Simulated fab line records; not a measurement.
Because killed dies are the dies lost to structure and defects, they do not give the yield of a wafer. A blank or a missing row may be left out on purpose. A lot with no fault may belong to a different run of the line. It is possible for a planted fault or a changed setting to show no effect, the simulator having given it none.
Which of the tools did it? | flow gf180mcu | Sampling: 12 lots, 36 wafers, 6 of 602 route steps

== WHAT THE GAUGES SHOWED, per wafer ==
GF_VT_IMPLANT_RS_MEAS_49: uses a four-point probe to measure. Usual: MVPSD_RS gives 1169 ohm/sq (standard deviation 3.5).
lot  | measured     | on           | MVPSD_RS (ohm/sq)             | flag
L674 | day 7 10:28  | filmMetro-03 | 1172 1170 1174                | 
L675 | day 7 20:00  | filmMetro-02 | 1173 1174 1172                | 
L676 | day 8 00:23  | filmMetro-03 | 1161 1161 1157                | 
L680 | day 8 23:56  | filmMetro-04 | 1174 1173 1172                | 
L682 | day 9 15:06  | filmMetro-04 | 1168 1169 1168                | 
L686 | day 10 21:29 | filmMetro-02 | 1171 1171 1171                | 
L689 | day 11 15:42 | filmMetro-03 | 1182 1186 1181 1182 1189 1181 | OFF
L690 | day 12 03:29 | filmMetro-04 | 1184 1187 1184 1181 1186 1183 | OFF
L691 | day 12 04:34 | filmMetro-04 | 1170 1172 1168                | 
L693 | day 12 20:40 | filmMetro-02 | 1165 1170 1167                | 
L694 | day 13 08:56 | filmMetro-02 | 1176 1178 1175                | 
L695 | day 14 01:11 | filmMetro-03 | 1166 1163 1166                | 

GF_M1_RS_MEAS_05: uses a four-point probe to measure. Usual: M1_ALCU_RS gives 0.0698 ohm/sq (standard deviation 0.00058).
lot  | measured     | on           | M1_ALCU_RS (ohm/sq)  | flag
L674 | day 16 03:02 | filmMetro-04 | 0.0699 0.0695 0.0694 | 
L675 | day 16 13:32 | filmMetro-03 | 0.0705 0.0699 0.0697 | 
L676 | day 16 18:35 | filmMetro-01 | 0.0700 0.0695 0.0692 | 
L680 | day 18 03:25 | filmMetro-01 | 0.0697 0.0695 0.0697 | 
L682 | day 18 19:56 | filmMetro-04 | 0.0695 0.0701 0.0698 | 
L686 | day 20 17:16 | filmMetro-04 | 0.0697 0.0699 0.0700 | 
L689 | day 21 12:29 | filmMetro-01 | 0.0702 0.0703 0.0699 | 
L690 | day 22 02:32 | filmMetro-01 | 0.0688 0.0684 0.0685 | 
L691 | day 22 04:41 | filmMetro-03 | 0.0692 0.0690 0.0687 | 
L693 | day 22 22:40 | filmMetro-01 | 0.0708 0.0711 0.0711 | 
L694 | day 23 10:52 | filmMetro-01 | 0.0692 0.0696 0.0694 | 
L695 | day 24 08:23 | filmMetro-04 | 0.0707 0.0704 0.0705 | 

GF_V2_THK_MEAS_01. Usual: V2_CVD_00_THK gives 599 nm (standard deviation 6.2).
lot  | measured     | on           | V2_CVD_00_THK (nm) | flag
L674 | day 19 04:34 | filmMetro-03 | 592 597 588        | 
L675 | day 19 15:49 | filmMetro-02 | 609 601 607        | 
L676 | day 19 22:43 | filmMetro-04 | 600 599 603        | 
L680 | day 21 08:01 | filmMetro-02 | 594 603 591        | 
L682 | day 22 00:19 | filmMetro-04 | 597 600 601        | 
L686 | day 23 19:28 | filmMetro-04 | 590 589 590        | 
L689 | day 24 13:27 | filmMetro-03 | 594 603 605        | 
L690 | day 25 02:43 | filmMetro-02 | 591 593 601        | 
L691 | day 25 04:05 | filmMetro-03 | 604 598 599        | 
L693 | day 25 19:08 | filmMetro-04 | 605 601 598        | 
L694 | day 26 07:16 | filmMetro-02 | 593 598 597        | 
L695 | day 27 03:59 | filmMetro-02 | 603 605 606        | 

== TOOL THAT RAN EACH LOT (tool first, then ch and the chambers of the sampled wafers, then the start) ==
lot  | GF_MVPSD_IMPLANT_09             | GF_VT_IMPLANT_WET_ETCH_50      | GF_SAB_STRIP_13
L674 | implanter-01 ch 0, day 4 23:49  | wetBench-03 ch 2, day 7 10:34  | plasmaAsher-03 ch 0,1, day 15 02:02
L675 | implanter-01 ch 0, day 5 08:38  | wetBench-01 ch 2, day 7 20:05  | plasmaAsher-03 ch 0,1, day 15 13:22
L676 | implanter-03 ch 0, day 5 12:41  | wetBench-03 ch 1, day 8 00:29  | plasmaAsher-03 ch 0,1, day 15 17:29
L680 | implanter-03 ch 0, day 6 09:52  | wetBench-01 ch 3, day 9 00:03  | plasmaAsher-03 ch 0,1, day 17 01:25
L682 | implanter-03 ch 0, day 7 00:01  | wetBench-01 ch 0, day 9 15:12  | plasmaAsher-02 ch 0,1, day 17 17:31
L686 | implanter-03 ch 0, day 7 23:20  | wetBench-01 ch 2, day 10 21:36 | plasmaAsher-03 ch 0,1, day 19 14:07
L689 | implanter-03 ch 0, day 8 17:16  | wetBench-03 ch 1, day 11 18:38 | plasmaAsher-02 ch 1, day 20 09:08
L690 | implanter-03 ch 0, day 9 01:38  | wetBench-02 ch 1, day 12 07:07 | plasmaAsher-03 ch 0,1, day 21 00:19
L691 | implanter-01 ch 0, day 9 02:52  | wetBench-01 ch 1, day 12 04:41 | plasmaAsher-02 ch 0,1, day 21 02:44
L693 | implanter-02 ch 0, day 9 17:26  | wetBench-01 ch 1, day 12 20:47 | plasmaAsher-03 ch 0,1, day 21 20:55
L694 | implanter-02 ch 0, day 10 04:04 | wetBench-02 ch 1, day 13 09:03 | plasmaAsher-03 ch 0,1, day 22 09:11
L695 | implanter-01 ch 0, day 10 18:52 | wetBench-03 ch 3, day 14 01:18 | plasmaAsher-02 ch 0,1, day 23 07:02
- GF_MVPSD_IMPLANT_09
- GF_VT_IMPLANT_WET_ETCH_50: etches SiO2 in dHF, target depth 20 nm, time 400 s.
- GF_SAB_STRIP_13: strips in O2/N2.

== AS READ BY THE TOOLS THEMSELVES (means over the sampled wafers that have a number; for cases with no such wafer, the mark the record gives instead) ==
GF_MVPSD_IMPLANT_09. Usual: doseIonsCm2 5e+12, standard deviation 5.2e+09; faradayCurrentUA 28.2, standard deviation 0.6.
lot  | tool         | doseIonsCm2 | faradayCurrentUA | flag
L674 | implanter-01 | 5e+12       | 28.7             | 
L675 | implanter-01 | 5e+12       | 28.2             | 
L676 | implanter-03 | 5e+12       | 28.4             | 
L680 | implanter-03 | 5e+12       | 28.5             | 
L682 | implanter-03 | 5e+12       | 28.0             | 
L686 | implanter-03 | 5e+12       | 28.0             | 
L689 | implanter-03 | 5e+12       | 26.8             | 
L690 | implanter-03 | 5e+12       | 26.7             | 
L691 | implanter-01 | 5e+12       | 28.8             | 
L693 | implanter-02 | 5e+12       | 28.6             | 
L694 | implanter-02 | 5e+12       | 28.7             | 
L695 | implanter-01 | 5e+12       | 27.6             | 

GF_VT_IMPLANT_WET_ETCH_50. Usual: tempC reads 24.99 C (standard deviation 0.093).
lot  | tool        | tempC (C) | flag
L674 | wetBench-03 | 25.07     | 
L675 | wetBench-01 | 24.90     | 
L676 | wetBench-03 | 25.03     | 
L680 | wetBench-01 | 25.11     | 
L682 | wetBench-01 | 24.89     | 
L686 | wetBench-01 | 24.92     | 
L689 | wetBench-03 | 24.95     | 
L690 | wetBench-02 | 25.01     | 
L691 | wetBench-01 | 25.08     | 
L693 | wetBench-01 | 25.01     | 
L694 | wetBench-02 | 25.00     | 
L695 | wetBench-03 | 24.97     | 

GF_SAB_STRIP_13. Usual: drypumpMotorCurrentA 5.6 A, standard deviation 0.44; heaterPowerW 345 W, standard deviation 20; oesProductAu 0.709 a.u., standard deviation 0.0044; stripTimeToEndpointS 12.59 s, standard deviation 0.037.
lot  | tool           | drypumpMotorCurrentA (A) | heaterPowerW (W) | oesProductAu (a.u.) | stripTimeToEndpointS (s) | flag
L674 | plasmaAsher-03 | 5.8                      | 338              | 0.711               | 12.52                    | 
L675 | plasmaAsher-03 | 5.4                      | 332              | 0.708               | 12.65                    | 
L676 | plasmaAsher-03 | 5.8                      | 338              | 0.708               | 12.60                    | 
L680 | plasmaAsher-03 | 5.7                      | 336              | 0.710               | 12.62                    | 
L682 | plasmaAsher-02 | 5.6                      | 363              | 0.712               | 12.56                    | 
L686 | plasmaAsher-03 | 5.8                      | 332              | 0.710               | 12.57                    | 
L689 | plasmaAsher-02 | 5.5                      | 360              | 0.704               | 12.56                    | 
L690 | plasmaAsher-03 | 5.8                      | 336              | 0.709               | 12.61                    | 
L691 | plasmaAsher-02 | 5.6                      | 366              | 0.708               | 12.61                    | 
L693 | plasmaAsher-03 | 5.8                      | 336              | 0.710               | 12.59                    | 
L694 | plasmaAsher-03 | 5.8                      | 334              | 0.704               | 12.61                    | 
L695 | plasmaAsher-02 | 5.6                      | 361              | 0.709               | 12.57                    | 

== THE ANSWER, worked out from the rows above alone ==
Rule: a lot is off if the mean of its wafers that have a number lies more than 3 standard deviations from the usual mean. Also off: a lot with no number at a reading for which 4 or more lots have one. All remaining lots with rows at the step are treated as sound. First the gauges in route order, then the tools' own readings, where a lot's mean is used as printed above. At the first step where some lot is off, the reading lying furthest off is the one used; lots without a number count as furthest.
Off: at GF_VT_IMPLANT_RS_MEAS_49 (MVPSD_RS), L689, L690.
A tool fits if, at a process step before that reading, it ran every lot that is off, and no sound lot after the first of them. Those tools and the gauges at GF_VT_IMPLANT_RS_MEAS_49 are tried in the same way. One fits: implanter-03 at GF_MVPSD_IMPLANT_09. A fault onset in the window from L686 (day 7 23:20, its last sound lot) to L689 (day 8 17:16, its first lot off) fits.

== WHAT THE SIMULATOR PUT IN ==
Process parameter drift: implanter-03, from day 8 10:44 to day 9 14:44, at GF_MVPSD_IMPLANT_09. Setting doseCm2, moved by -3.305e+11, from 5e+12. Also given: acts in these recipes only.
Lots struck among those shown: L689, L690. The same result came from the rule above.
